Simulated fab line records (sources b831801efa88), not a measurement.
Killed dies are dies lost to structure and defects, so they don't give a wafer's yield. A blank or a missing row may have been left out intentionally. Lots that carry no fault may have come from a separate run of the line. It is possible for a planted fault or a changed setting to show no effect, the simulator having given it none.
Code-filled problem report in 8D (eight disciplines) form || flow gf180mcu || the parts of the form that need people (team, actions taken, sign-off) are left out

1. THE ISSUE
MVPSD_RS at GF_VT_IMPLANT_RS_MEAS_49 reads a mean of 1183 ohm/sq on 3 wafers of 3 lots; wafers without a fault read 1169 ohm/sq with a standard deviation of 3.1. That is +4.6 standard deviations from the usual mean.
The step: measures by four-point-probe.
Earliest sighting: wafer L645.1 on film_metro-02 at day 8 04:49. At this step, 34 wafers from 12 lots have a number in the record. Rule for "out", or "out of limits": more than 4 standard deviations from the usual mean. Any other wafer with a number is counted as sound.

2. WHAT THIS IS AND IS NOT
{"question": "which readings at this step", "is": "MVPSD_RS", "is not": "-"}
{"question": "which lots", "is": "L645, L646, L649", "is not": "L643, L644, L647, L656, L657, L659, L661, L663, L665"}
{"question": "which wafers of those lots", "is": "L645.1, L646.2, L649.2", "is not": "L645.6, L646.6, L649.4, L649.6"}
{"question": "read on which gauges", "is": "film_metro-02, film_metro-04", "is not": "film_metro-03"}
{"question": "when", "is": "from day 8 04:49", "is not": "up to then (7 sound wafers); but 24 sound wafers of L646, L647, L649, L656, L657, L659, L661, L663, L665 came after"}

3. THE SUSPECTS, EACH WITH WHAT RULES IT OUT
Counting: any tool at a process step up to the reading remains a suspect provided it ran every lot that is out. Sound lots after the first of them don't rule it out here, since some wafers of a struck lot are sound.
- ruled out: the gauge at GF_VT_IMPLANT_RS_MEAS_49. Those wafers that are out were read across 2 gauges (film_metro-02, film_metro-04).
- implanter-02 at GF_MVPSD_IMPLANT_08: kept. Ran every lot that is out, first one L645 (day 5 13:29); last sound lot up to then L644 (day 5 06:07).
Left after counting: implanter-02 at GF_MVPSD_IMPLANT_08.

4. THE CAUSE (what the simulator had put in)
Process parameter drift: implanter-02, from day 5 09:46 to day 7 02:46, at GF_MVPSD_IMPLANT_08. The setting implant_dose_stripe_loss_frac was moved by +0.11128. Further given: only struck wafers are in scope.
After counting, this tool was the only one left.

5. THE EFFECT CHAIN, in route order
One row per reading whose mean, taken over the struck wafers that have a number, lies over 3 standard deviations from the usual. Scope: only readings with a usual standard deviation given in the record; hours: median across lots of the time from each lot's start at the first step in this table that gives one to its start at this step; sigmas: change in usual standard deviations.
{"hours": 0, "step": "GF_VT_IMPLANT_RS_MEAS_49", "reading": "MVPSD_RS", "usual": "1169 ohm/sq", "on struck wafers": 1183, "change": "+14", "sigmas": "+4.6"}
At these later measuring or inspecting steps, every struck wafer for which the step has a row has a number for every such reading, and none has moved that far: GF_POLY_GATE_THK_MEAS_01.

6. WHAT WOULD HAVE CAUGHT IT SOONER
67 hours passed between the start of the fault at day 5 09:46 and the first reading out of limits at a measuring or inspecting step in this record, taken at day 8 04:49.
An alarm limit of 4 standard deviations would not have fired on the tool readings at GF_MVPSD_IMPLANT_08 for which the record gives a usual standard deviation, since none of them was out on any struck wafer.
Each of the lots that are out, 3 in all, had begun GF_MVPSD_IMPLANT_08 on implanter-02 no later than day 8 04:49. None of them would have been spared by holding the tool at that moment.
